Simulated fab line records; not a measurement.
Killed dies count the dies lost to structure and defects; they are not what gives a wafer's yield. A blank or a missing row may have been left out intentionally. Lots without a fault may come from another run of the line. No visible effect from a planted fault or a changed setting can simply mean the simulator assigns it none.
A struck lot beside a sound one    flow sky130    31 steps out of a route of 708
Sound: wafers L699.2, L699.4, L699.6. Struck: wafer L710.4 (L710.2, L710.3, from the same lot, were not struck and are left out); the cause is given at the end.
Per side, at each step with rows, come the tool, then ch with its chambers, and then its first start. Under that, the readings that differ: sound wafers    struck wafers    difference of the means    sigmas: that difference in standard deviations of wafers without a fault.
alike: readings with means less than 2 such deviations apart, plus words and numbers identical on both sides. not compared: withheld readings, readings lacking a value on some wafer, bounds such as >300 that could conceal the same value, and numbers that have no deviation in the record and whose values overlap.
Wherever a step has rows on one side only, a row that says differs or no value, or a row with sigmas, the two part there. Numbers that don't overlap but have no deviation are shown without sigmas and don't part them. Lack of a reading on every wafer of one side parts them only where that side has two or more wafers.

SKY_LI_CONTACT_OVL_MEAS_13:
  sound: overlay-01 at day 29 05:36; struck: overlay-02 at day 33 08:03
  alike: LI_CONTACT_OVL
SKY_LI_CONTACT_ETCH_14: etches BARC in N2/H2, stops on SiO2, time 45.9 s, target depth 60 nm.
  sound on rie-diel-04 ch 0,1, day 29 05:38; struck on rie-diel-04 ch 2, day 33 08:05
reading                      sound           struck  difference  sigmas
drypump-motor-current-A (A)  5.52 5.54 6.03  6.23    +0.53       +3
  alike: chamber-pressure-mTorr, n2-flow-sccm, oes-product-au, throttle-valve-pct
  not compared: rf-hours-counter-h
SKY_LI_CONTACT_ETCH_15: etches PSG in C4F8/O2/Ar, stops on Si, target depth 600 nm.
  sound on rie-diel-04 ch 0,1, day 29 05:40; struck on rie-diel-04 ch 2, day 33 08:07
  alike: chamber-pressure-mTorr, oes-product-au
SKY_LI_CONTACT_STRIP_16: strips in O2/N2.
  sound on plasma-asher-03 ch 0,1, day 29 05:46; struck on plasma-asher-04 ch 1, day 33 08:13
reading                      sound           struck  difference  sigmas
drypump-motor-current-A (A)  6.15 6.15 6.27  5.55    -0.64       -3
  alike: chamber-pressure-mTorr, n2-flow-sccm, oes-product-au, strip-time-to-endpoint-s
  not compared: rf-hours-counter-h
then, 2 steps without rows for these wafers: SKY_LI_CONTACT_CLEAN_17 (cleans in NMP, time 600 s); SKY_LI_CONTACT_PRE_CLEAN_18 (time 5.6 s).
SKY_LI_CONTACT_SPUTTER_19: material Ti, target thk 20 nm, time 106.37 s.
  sound: pvd-sputter-01 at day 29 06:03; struck: pvd-sputter-02 at day 33 08:31
  alike: throttle-valve-pct
then, 2 steps without rows for these wafers: SKY_LI_CONTACT_SPUTTER_20 (material TiN, target thk 20 nm, time 80 s); SKY_LI_CONTACT_CVD_21 (deposits W, target thk 400 nm, time 120.56 s).
SKY_LI_CONTACT_RS_MEAS_22: a four-point-probe measurement.
  sound: film-metro-02 at day 29 06:20; struck: film-metro-03 at day 33 08:48
  alike: LI_CONTACT_W_RS
SKY_LI_CONTACT_THK_MEAS_23: measures by xrf.
  sound: film-metro-02 at day 29 06:26; struck: film-metro-03 at day 33 08:55
reading                sound        struck  difference  sigmas
LI_CONTACT_W_THK (nm)  399 387 387  376     -15         -2
SKY_LI_CONTACT_CMP_24: polishes, stops on PSG, t overpolish 20 s, target thk 0 nm.
  sound on cmp-02 ch 0,2, day 29 06:32; struck on cmp-01 ch 3, day 33 09:01
  alike: motor-current-A, overpolish-run-s, time-to-endpoint-s
SKY_LOCAL_INTERCONNECT_SPUTTER_00: material TiN, target thk 100 nm, time 83.3 s.
  sound: pvd-sputter-02 at day 29 06:47; struck: pvd-sputter-04 at day 33 09:16
reading                                                 sound              struck  difference  sigmas
model.TiN_of_LOCAL_INTERCONNECT_SPUTTER_00.thk-nm (nm)  100.3 98.85 98.68  83.84   -15.44      
  alike: throttle-valve-pct
SKY_LOCAL_INTERCONNECT_RS_MEAS_01: a four-point-probe measurement.
  sound: film-metro-04 at day 29 06:53; struck: film-metro-03 at day 33 09:20
reading                             sound              struck  difference  sigmas
LOCAL_INTERCONNECT_TIN_RS (ohm/sq)  14.04 14.32 14.33  17.03   +2.80       +16
SKY_LOCAL_INTERCONNECT_THK_MEAS_02: measures by xrf.
  sound: film-metro-04 at day 29 06:59; struck: film-metro-03 at day 33 09:27
reading                          sound           struck  difference  sigmas
LOCAL_INTERCONNECT_TIN_THK (nm)  99.4 97.9 97.9  84.2    -14.2       -11
then, 8 steps without rows for these wafers: SKY_LOCAL_INTERCONNECT_DEHYDRATE_03 (time 60 s); SKY_LOCAL_INTERCONNECT_HMDS_04 (prime time 60 s); SKY_LOCAL_INTERCONNECT_COAT_05 (resist thk 60 nm); SKY_LOCAL_INTERCONNECT_COAT_06 (resist thk 450 nm); SKY_LOCAL_INTERCONNECT_SOFTBAKE_07 (time 90 s); SKY_LOCAL_INTERCONNECT_EXPOSE_08 (exposes mask LI1M, target cd 170 nm); SKY_LOCAL_INTERCONNECT_PEB_09; SKY_LOCAL_INTERCONNECT_DEVELOP_10 (develop time 60 s).
SKY_LOCAL_INTERCONNECT_CD_MEAS_11: the cd target is 170 nm.
  sound: cd-sem-02 at day 30 10:50; struck: cd-sem-02 at day 34 12:47
reading     sound              struck  difference  sigmas
cd-nm (nm)  168.4 167.9 168.9  172.0   +3.6        +2
SKY_LOCAL_INTERCONNECT_OVL_MEAS_12:
  sound: overlay-02 at day 30 10:56; struck: overlay-01 at day 34 12:54
  alike: LOCAL_INTERCONNECT_OVL
then, 1 step without rows for these wafers: SKY_LOCAL_INTERCONNECT_ETCH_13 (etches BARC in N2/H2, stops on SiO2, time 45.9 s, target depth 60 nm).
SKY_LOCAL_INTERCONNECT_METAL_ETCH_14: etches TiN in Cl2/BCl3, stops on PSG, target depth 110 nm, time 31.4 s.
  sound on rie-metal-01 ch 1, day 30 11:02; struck on rie-metal-04 ch 1, day 34 12:59
reading                 sound                 struck  difference  sigmas
oes-product-au (a.u.)   0.935 0.927 0.933     0.847   -0.085      -11
throttle-valve-pct (%)  21.903 21.900 21.915  21.947  +0.041      +4
  alike: chamber-pressure-mTorr, drypump-motor-current-A
  not compared: rf-hours-counter-h
then, 1 step without rows for these wafers: SKY_LOCAL_INTERCONNECT_STRIP_15 (strips in O2/N2).
SKY_LOCAL_INTERCONNECT_STRIP_16: strips in post etch residue remover, time 1200 s.
  sound on wet-bench-01 ch 3, day 30 11:11; struck on wet-bench-02 ch 3, day 34 13:08
reading                                                 sound              struck  difference  sigmas
model.TiN_of_LOCAL_INTERCONNECT_SPUTTER_00.thk-nm (nm)  99.93 98.43 98.26  83.42   -15.45      
then, 1 step without rows for these wafers: SKY_LOCAL_INTERCONNECT_CLEAN_17 (cleans in IPA, time 180 s).
-- the record jumps here: 14 days lie between the struck wafers' starts before and after (it left off in module LOCAL_INTERCONNECT and takes up again in module PAD_OPEN, whose first step shown is number 708 of the route) --
SKY_PAD_OPEN_PROBE_99:
  sound: prober-02 at day 45 20:12; struck: prober-01 at day 48 20:09
reading                         sound              struck  difference  sigmas
killed-at-contacts              12 18 18           30      +14         +3
model.etest.res-li.line-ohm-um  75.79 77.26 76.57  88.77   +12.23      
model.etest.res-li.rs-ohm-sq    12.71 12.91 12.98  15.28   +2.41       
model.etest.mcon-chain.rc-ohm   16.63 16.89 17.84  18.32   +1.20       
  alike: killed_at_M0_to_M3, killed_at_M4_up, killed-at-front-end, killed-at-other, killed-dies, killed-open, killed-short

== WHERE THEY PART ==
At SKY_LI_CONTACT_ETCH_14 first; at SKY_PAD_OPEN_PROBE_99 last (within this record only).

WHY: what had been put in by the simulator
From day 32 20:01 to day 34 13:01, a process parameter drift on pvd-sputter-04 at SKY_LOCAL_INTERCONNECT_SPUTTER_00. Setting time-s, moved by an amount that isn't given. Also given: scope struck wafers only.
